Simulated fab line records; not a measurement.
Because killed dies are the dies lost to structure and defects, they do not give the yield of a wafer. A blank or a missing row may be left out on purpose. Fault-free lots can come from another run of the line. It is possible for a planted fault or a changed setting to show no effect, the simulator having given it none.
Which tool was responsible? + flow sky130 + 18 wafers from 6 lots sampled at 2 of the route's 708 steps

## WHAT THE GAUGES READ, wafer by wafer
SKY_FIELD_ISO_THK_MEAS_02.
| lot  | measured    | on            | FIELD_ISO_OXIDATION_00_THK (nm) |
|------|-------------|---------------|---------------------------------|
| L912 | day 2 03:17 | film_metro-04 | 11.98 12.01 11.96               |
| L916 | day 2 22:44 | film_metro-03 | 12.01 12.14 12.14               |
| L918 | day 3 09:22 | film_metro-04 | 12.09 12.21 11.87               |
| L921 | day 3 23:38 | film_metro-03 | 12.01 11.85 12.22               |
| L928 | day 5 10:38 | film_metro-02 | 13.30 13.48 13.41               |
| L930 | day 5 23:18 | film_metro-02 | 13.44 13.66 13.59               |

## TOOL THAT RAN EACH LOT (tool first, then ch and the chambers of the sampled wafers, then the start)
| lot  | SKY_FIELD_ISO_OXIDATION_01   |
|------|------------------------------|
| L912 | furnace-02 ch 0, day 2 01:46 |
| L916 | furnace-02 ch 0, day 2 21:13 |
| L918 | furnace-01 ch 0, day 3 07:50 |
| L921 | furnace-01 ch 0, day 3 22:07 |
| L928 | furnace-02 ch 0, day 5 09:07 |
| L930 | furnace-02 ch 0, day 5 21:47 |
- SKY_FIELD_ISO_OXIDATION_01: stabilise 600 s, purge 300 s, target thk 12 nm.

## THE ANSWER, worked out from the rows above alone
Rule: the lots themselves supply what counts as usual. The widest of any qualifying gaps counts: lots, ordered by their means at a reading, are off when they make up no more than a third of the lots, leave a main group of 4 or more, and stand apart from it by 3 or more times the standard deviation of that group's means. Not used: any main group whose means are identical at the precision the tables above print for the reading. Also off: a lot with no number at a reading for which 4 or more lots have one. Any other lot the step has rows for is counted as sound.
Off: L928, L930, at SKY_FIELD_ISO_THK_MEAS_02 (FIELD_ISO_OXIDATION_00_THK). The main group: mean 12.04 nm, standard deviation 0.041.
If a tool, at a process step before that reading, ran all the lots that are off and no sound lot after the first of them, it fits. The gauges at SKY_FIELD_ISO_THK_MEAS_02 are tried like those tools. 2 tools fit, furnace-02 at SKY_FIELD_ISO_OXIDATION_01 and film_metro-02 at SKY_FIELD_ISO_THK_MEAS_02, so this cannot tell which one it is.

## WHAT THE SIMULATOR PUT IN
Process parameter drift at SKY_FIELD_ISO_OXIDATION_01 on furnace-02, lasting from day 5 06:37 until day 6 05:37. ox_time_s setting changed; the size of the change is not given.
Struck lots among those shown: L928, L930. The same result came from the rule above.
